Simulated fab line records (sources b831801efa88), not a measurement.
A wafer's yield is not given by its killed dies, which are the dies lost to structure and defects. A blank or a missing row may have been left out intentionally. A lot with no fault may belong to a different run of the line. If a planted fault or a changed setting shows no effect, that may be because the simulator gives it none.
fab line records	flow sky130
record lots=15	wafers=45	last_day=50
route steps=708 shown FIELD_ISO@5 SD_P@326 LI_CONTACT@376 METAL1@452
lots untouched by any fault: they come from a run of this same line in which no faults occurred
start_h: start of the lot's first displayed wafer, in hours after the record's first day	wait_h: hours elapsed since this lot's preceding step	" unchanged from the row above	L1.1+2: one row covering several wafers at once	- either no value or no given start	* or withheld: withheld	< > ~ a bound
route shown NAME@n: NAME is a module with steps in the file, n the number in the route of the first one	usual: the fault-free wafers' mean and standard deviation	same: alike in all rows	chamber/n: place in a boat	sites: the reading at each site	_std_site: standard deviation across them	_edge_site: the outer-site mean with the inner-site mean subtracted	radius_mm: how far each site lies from the wafer's centre	mask NAME#n: copy n	behind: the most recent tool/chamber to have shaped the wafer	hold: reason for holding the lot/hours on hold/outcome of the hold	device: names the non-switching transistor (n, p or np)	end of line: the tests these same wafers got at the end of their route	a step with no rows: only its recipe	killed: dies that structure and defects cost at the first sort, which is not the same as the wafer's yield	map: a wafer's dies, marking killed ones x, the rest . and places with no die _
set.NAME: setting as actually run; set.NAME@STEP: the setting as run at that earlier step	model.NAME: the simulator's own value behind a step, which no gauge read
steps of the route over a sample of lots; a table a step, a row a wafer
services: a tool's chamber out of use, with start hour (start_h, from the record's first day; less than 0 if before it), hours out, and reason
## steps
# step SKY_FIELD_ISO_THK_MEAS_04
# recipe reads=Si3N4_of_FIELD_ISO_CVD_03
# usual FIELD_ISO_CVD_03_THK=165.4/1.2
lot.wafer	tool	chamber	start_h	wait_h	FIELD_ISO_CVD_03_THK[nm]
L743.1	film_metro-04	-	14.37	0.0	163.4
L743.3	"	-	"	"	164.2
L743.4	"	-	"	"	164.9
L745.1	film_metro-02	-	26.96	0.0	167.1
L745.3	"	-	"	"	166.7
L745.5	"	-	"	"	167.4
L746.1	film_metro-02	-	31.15	0.0	164.6
L746.2	"	-	"	"	164.4
L746.3	"	-	"	"	163.8
L747.2	film_metro-01	-	37.63	0.0	166.5
L747.5	"	-	"	"	166.3
L747.6	"	-	"	"	164.6
L748.2	film_metro-01	-	39.42	0.0	165.5
L748.4	"	-	"	"	166.8
L748.6	"	-	"	"	166.4
L749.2	film_metro-04	-	43.49	0.0	164.8
L749.3	"	-	"	"	164.6
L749.6	"	-	"	"	164.8
L750.2	film_metro-02	-	48.96	0.0	166.0
L750.5	"	-	"	"	165.4
L750.6	"	-	"	"	166.0
L751.3	film_metro-01	-	54.72	0.0	166.6
L751.5	"	-	"	"	165.4
L751.6	"	-	"	"	164.4
L752.2	film_metro-01	-	60.37	0.0	168.8
L752.5	"	-	"	"	167.7
L752.6	"	-	"	"	167.2
L753.4	film_metro-02	-	63.51	0.0	166.1
L753.5	"	-	"	"	164.0
L753.6	"	-	"	"	164.1
L757.1	film_metro-02	-	84.05	0.0	165.1
L757.2	"	-	"	"	165.7
L757.4	"	-	"	"	165.3
L759.1	film_metro-04	-	95.83	0.0	167.2
L759.5	"	-	"	"	167.2
L759.6	"	-	"	"	166.9
L762.1	film_metro-04	-	109.90	0.0	163.7
L762.5	"	-	"	"	164.5
L762.6	"	-	"	"	164.9
L763.3	film_metro-04	-	114.00	0.0	166.1
L763.5	"	-	"	"	165.2
L763.6	"	-	"	"	165.5
L764.2	film_metro-04	-	120.65	0.0	164.4
L764.4	"	-	"	"	165.1
L764.5	"	-	"	"	165.6
# step SKY_SD_P_DEVELOP_06
# recipe resist=NOVOLAK	developer=TMAH	develop_time_s=60	dev_temp_c=23
lot.wafer	tool	chamber	start_h	wait_h
L743.1+3+4	litho_track-04	0	589.86	0.1
L745.1+3+5	litho_track-03	0	607.29	0.1
L746.1+2+3	litho_track-04	0	620.96	0.1
L747.2+5+6	litho_track-02	0	632.88	0.1
L748.2+4+6	litho_track-03	0	635.97	0.1
L749.2+3+6	litho_track-03	0	637.77	0.1
L750.2+5+6	litho_track-03	0	648.67	0.1
L751.3+5+6	litho_track-03	0	659.09	0.1
L752.2+5+6	litho_track-02	0	666.43	0.1
L753.4+5+6	litho_track-02	0	669.13	0.1
L757.1+2+4	litho_track-03	0	729.79	0.1
L759.1+5+6	litho_track-03	0	730.09	0.1
L762.1+5+6	litho_track-03	0	739.24	0.1
L763.3+5+6	litho_track-02	0	745.51	0.1
L764.2+4+5	litho_track-02	0	755.09	0.1
# step SKY_SD_P_CD_MEAS_07
# recipe target_cd_nm=380
# usual cd_nm=379.0/2.9
lot.wafer	tool	chamber	start_h	wait_h	cd_nm
L743.1	cd_sem-02	-	590.01	0.1	379.8
L743.3	"	-	"	"	382.9
L743.4	"	-	"	"	381.8
L745.1	cd_sem-02	-	607.44	0.1	377.0
L745.3	"	-	"	"	378.6
L745.5	"	-	"	"	377.8
L746.1	cd_sem-02	-	621.11	0.1	380.2
L746.2	"	-	"	"	378.9
L746.3	"	-	"	"	378.4
L747.2	cd_sem-02	-	633.03	0.1	380.3
L747.5	"	-	"	"	377.2
L747.6	"	-	"	"	377.1
L748.2	cd_sem-02	-	636.11	0.1	377.2
L748.4	"	-	"	"	379.6
L748.6	"	-	"	"	378.4
L749.2	cd_sem-01	-	637.91	0.1	379.4
L749.3	"	-	"	"	378.6
L749.6	"	-	"	"	378.9
L750.2	cd_sem-02	-	648.81	0.1	381.8
L750.5	"	-	"	"	382.0
L750.6	"	-	"	"	381.1
L751.3	cd_sem-02	-	659.23	0.1	378.5
L751.5	"	-	"	"	374.7
L751.6	"	-	"	"	378.5
L752.2	cd_sem-02	-	666.58	0.1	381.3
L752.5	"	-	"	"	383.2
L752.6	"	-	"	"	383.0
L753.4	cd_sem-01	-	669.27	0.1	374.1
L753.5	"	-	"	"	376.1
L753.6	"	-	"	"	371.6
L757.1	cd_sem-01	-	729.94	0.1	291.8
L757.2	"	-	"	"	293.7
L757.4	"	-	"	"	294.6
L759.1	cd_sem-01	-	730.24	0.1	289.0
L759.5	"	-	"	"	288.8
L759.6	"	-	"	"	288.4
L762.1	cd_sem-01	-	739.55	0.3	289.5
L762.5	"	-	"	"	291.3
L762.6	"	-	"	"	289.1
L763.3	cd_sem-01	-	745.67	0.1	373.0
L763.5	"	-	"	"	376.1
L763.6	"	-	"	"	375.7
L764.2	cd_sem-02	-	757.35	2.2	374.5
L764.4	"	-	"	"	372.9
L764.5	"	-	"	"	375.1
# step SKY_LI_CONTACT_ETCH_14
# recipe chemistry=N2/H2	target=BARC	ion_energy_ev=200	source_w=500	bias_w=100	pressure_mtorr=30	n2_flow_sccm=100	h2_flow_sccm=200	stop_on=SiO2	time_s=45.9	target_depth_a=600
# usual drypump_motor_current_A=5.5/0.46	h2_flow_sccm=200.0/0.59	oes_product_au=0.855/0.0049	throttle_valve_pct=13.224/0.0095
# same time_s=45.9
lot.wafer	tool	chamber	start_h	wait_h	drypump_motor_current_A	h2_flow_sccm	oes_product_au	rf_hours_counter_h	throttle_valve_pct
L743.1	rie_diel-02	1	676.52	0.0	5.8	199.5	0.859	13	13.236
L743.3	"	0	"	"	5.0	199.4	0.862	2	13.216
L743.4	"	2	"	"	5.1	200.2	0.856	1	13.226
L745.1	rie_diel-01	0	694.62	0.0	5.4	200.4	0.865	6	13.225
L745.3	"	3	"	"	4.9	200.1	0.858	6	13.233
L745.5	"	0	"	"	5.5	199.9	0.852	-	13.224
L746.1	rie_diel-02	1	707.42	0.0	5.8	200.2	0.853	14	13.211
L746.2	"	0	"	"	5.0	200.3	0.858	3	13.223
L746.3	"	2	"	"	5.1	200.1	0.854	2	13.226
L747.2	rie_diel-02	3	717.00	0.0	6.2	199.6	0.850	4	13.226
L747.5	"	2	"	"	5.1	199.7	0.848	-	13.231
L747.6	"	1	"	"	5.7	200.0	0.854	-	13.205
L748.2	rie_diel-02	1	721.99	0.0	5.8	201.2	0.860	14	13.232
L748.4	"	2	"	"	5.1	199.7	0.848	3	13.225
L748.6	"	3	"	"	6.2	200.5	0.855	-	13.230
L749.2	rie_diel-04	0	723.40	0.0	6.0	200.0	0.849	4	13.224
L749.3	"	3	"	"	6.1	200.0	0.850	16	13.217
L749.6	"	2	"	"	5.3	199.3	0.859	-	13.204
L750.2	rie_diel-01	2	733.07	0.0	6.2	200.6	0.848	14	13.221
L750.5	"	3	"	"	5.0	199.2	0.857	-	13.221
L750.6	"	0	"	"	5.4	200.1	0.859	-	13.217
L751.3	rie_diel-04	0	743.52	0.0	6.0	199.4	0.845	4	13.224
L751.5	"	3	"	"	6.1	200.1	0.850	-	13.211
L751.6	"	0	"	"	6.0	200.1	0.861	-	13.251
L752.2	rie_diel-02	0	750.61	0.0	5.0	200.0	0.855	5	13.225
L752.5	"	1	"	"	5.8	198.1	0.863	-	13.229
L752.6	"	0	"	"	5.0	200.2	0.859	-	13.223
L753.4	rie_diel-02	1	757.25	0.0	5.7	199.4	0.853	15	13.239
L753.5	"	1	"	"	5.8	199.0	0.860	-	13.231
L753.6	"	0	"	"	5.0	199.6	0.853	-	13.230
L757.1	rie_diel-01	3	812.42	0.0	4.9	199.4	0.854	9	13.230
L757.2	"	1	"	"	5.3	200.4	0.852	11	13.215
L757.4	"	1	"	"	5.3	201.1	0.855	-	13.230
L759.1	rie_diel-02	0	812.77	0.0	5.0	200.1	0.860	7	13.229
L759.5	"	0	"	"	5.0	200.4	0.861	-	13.228
L759.6	"	3	"	"	6.2	200.2	0.849	-	13.221
L762.1	rie_diel-02	3	821.65	0.0	6.2	201.0	0.860	8	13.229
L762.5	"	3	"	"	6.2	200.7	0.861	-	13.211
L762.6	"	2	"	"	5.1	200.0	0.855	-	13.222
L763.3	rie_diel-01	3	828.70	0.0	4.9	200.2	0.850	10	13.226
L763.5	"	0	"	"	5.4	199.8	0.851	-	13.224
L763.6	"	3	"	"	4.9	199.6	0.852	-	13.218
L764.2	rie_diel-01	1	838.77	0.0	5.2	200.7	0.857	11	13.227
L764.4	"	2	"	"	6.2	199.4	0.853	16	13.209
L764.5	"	0	"	"	5.5	200.7	0.858	-	13.228
# step SKY_METAL1_ETCH_18
# recipe chemistry=N2/H2	target=BARC	ion_energy_ev=200	bias_w=100	pressure_mtorr=30	n2_flow_sccm=100	h2_flow_sccm=200	icp_w=500	stop_on=SiO2	time_s=45.9	target_depth_a=600
# usual drypump_motor_current_A=5.55/0.16	h2_flow_sccm=200.1/0.56	oes_product_au=0.854/0.005	throttle_valve_pct=13.225/0.0091
# same time_s=45.9
lot.wafer	tool	chamber	start_h	wait_h	drypump_motor_current_A	h2_flow_sccm	oes_product_au	rf_hours_counter_h	throttle_valve_pct
L743.1	rie_metal-03	1	772.60	0.0	5.77	200.7	0.848	14	13.211
L743.3	"	1	"	"	5.82	200.2	0.855	-	13.224
L743.4	"	0	"	"	5.58	200.0	0.844	-	13.224
L745.1	rie_metal-04	1	780.80	0.0	5.32	199.5	0.853	5	13.228
L745.3	"	1	"	"	5.31	200.2	0.854	-	13.212
L745.5	"	0	"	"	5.38	201.1	0.860	-	13.240
L746.1	rie_metal-04	0	792.15	0.0	5.35	199.2	0.857	11	13.231
L746.2	"	1	"	"	5.29	199.5	0.861	5	13.239
L746.3	"	1	"	"	5.33	200.7	0.848	-	13.236
L747.2	rie_metal-03	1	803.75	0.0	5.80	200.4	0.861	15	13.220
L747.5	"	0	"	"	5.58	200.1	0.861	-	13.227
L747.6	"	1	"	"	5.81	200.6	0.860	-	13.219
L748.2	rie_metal-04	0	807.50	0.0	5.37	200.5	0.858	11	13.207
L748.4	"	0	"	"	5.38	199.5	0.863	-	13.200
L748.6	"	1	"	"	5.30	200.3	0.859	-	13.235
L749.2	rie_metal-02	1	808.35	0.0	5.60	199.9	0.851	1	13.208
L749.3	"	1	"	"	5.64	200.0	0.852	-	13.226
L749.6	"	1	"	"	5.61	200.2	0.861	-	13.236
L750.2	rie_metal-04	1	817.75	0.0	5.31	200.9	0.857	6	13.218
L750.5	"	1	"	"	5.30	200.7	0.854	-	13.226
L750.6	"	0	"	"	5.38	200.3	0.852	-	13.226
L751.3	rie_metal-03	1	829.57	0.0	5.76	199.5	0.851	-	13.220
L751.5	"	1	"	"	5.79	200.6	0.852	-	13.224
L751.6	"	0	"	"	5.56	199.5	0.858	-	13.221
L752.2	rie_metal-04	0	834.80	0.0	5.37	200.5	0.853	12	13.231
L752.5	"	1	"	"	5.31	199.9	0.853	-	13.223
L752.6	"	0	"	"	5.37	200.1	0.859	-	13.234
L753.4	rie_metal-02	1	841.32	0.0	5.62	200.8	0.857	-	13.221
L753.5	"	1	"	"	5.66	200.6	0.851	-	13.224
L753.6	"	0	"	"	5.64	199.8	0.859	-	13.226
L757.1	rie_metal-02	0	896.25	0.0	5.71	199.9	0.842	10	13.220
L757.2	"	1	"	"	5.64	199.9	0.855	4	13.227
L757.4	"	0	"	"	5.64	199.3	0.851	-	13.231
L759.1	rie_metal-04	0	896.30	0.0	5.37	200.2	0.852	14	13.221
L759.5	"	0	"	"	5.38	200.5	0.864	-	13.214
L759.6	"	1	"	"	5.32	199.9	0.855	-	13.213
L762.1	rie_metal-04	0	904.35	0.0	5.37	200.5	0.854	14	13.230
L762.5	"	0	"	"	5.37	200.2	0.858	-	13.224
L762.6	"	1	"	"	5.28	198.8	0.857	-	13.222
L763.3	rie_metal-04	1	909.47	0.0	5.32	200.3	0.852	-	13.236
L763.5	"	0	"	"	5.37	199.8	0.863	-	13.227
L763.6	"	1	"	"	5.30	200.7	0.855	-	13.218
L764.2	rie_metal-03	1	924.05	0.0	5.81	200.6	0.849	1	13.224
L764.4	"	1	"	"	5.79	201.0	0.852	-	13.232
L764.5	"	1	"	"	5.79	199.5	0.852	-	13.226
## services
tool	chamber	start_h	hours	kind
rie_diel-02	1	565.91	5.6	repair
rie_diel-01	1	585.24	5.4	repair
rie_metal-02	-	597.90	15.6	pm
rie_metal-02	0	639.16	13.0	repair
rie_diel-04	2	652.67	8.3	repair
rie_metal-03	0	658.98	33.9	repair
rie_metal-04	-	668.36	1.3	repair
rie_diel-04	0	669.01	9.8	repair
rie_diel-04	-	694.05	4.3	pm
rie_diel-01	3	721.78	2.0	repair
rie_diel-04	-	735.83	0.3	repair
rie_diel-02	-	740.64	1.9	repair
rie_metal-04	-	747.25	2.8	pm
rie_diel-04	-	753.35	69.9	repair
rie_diel-04	3	757.72	4.4	repair
rie_diel-01	0	803.69	9.1	repair
rie_diel-02	2	807.58	5.8	repair
rie_metal-04	0	809.76	3.8	repair
rie_diel-01	-	824.05	2.8	pm
rie_diel-02	3	838.46	15.9	repair
rie_diel-02	1	864.14	7.5	repair
rie_metal-04	0	885.86	4.2	repair
rie_diel-04	-	890.97	15.6	pm
rie_diel-02	-	900.36	15.6	pm
## key
first_sign step=SKY_SD_P_CD_MEAS_07	reading=cd_nm	direction=down	sigmas=30	usual=379.0	struck=290.7
effect none on later readings
met_at SKY_SD_P_DEVELOP_06
struck_lots L757,L759,L762
sort_left_out L757.1,L757.2,L757.4
tester_left_out L757,L759,L762
not_acting_at SKY_FIELD_ISO_THK_MEAS_04,SKY_LI_CONTACT_ETCH_14,SKY_METAL1_ETCH_18
fault kind=process_parameter_drift	tool=litho_track-03	chamber=-	onset_h=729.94	steps=SKY_SD_P_DEVELOP_06	channel=develop_time_s	offset=*	shape=step	end_h=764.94	acts_in=*	stated=*
# tester_left_out: of these lots the tester's yield and bins aren't shown, on N5 and GAA mostly nor the transistor test; their killed dies are dies lost to structure and defects alone, not to doping, threshold or leakage, so they don't give the yield
# sort_left_out: the simulated sort isn't trusted on such a fault, so these wafers' sort isn't shown, and their yield isn't known
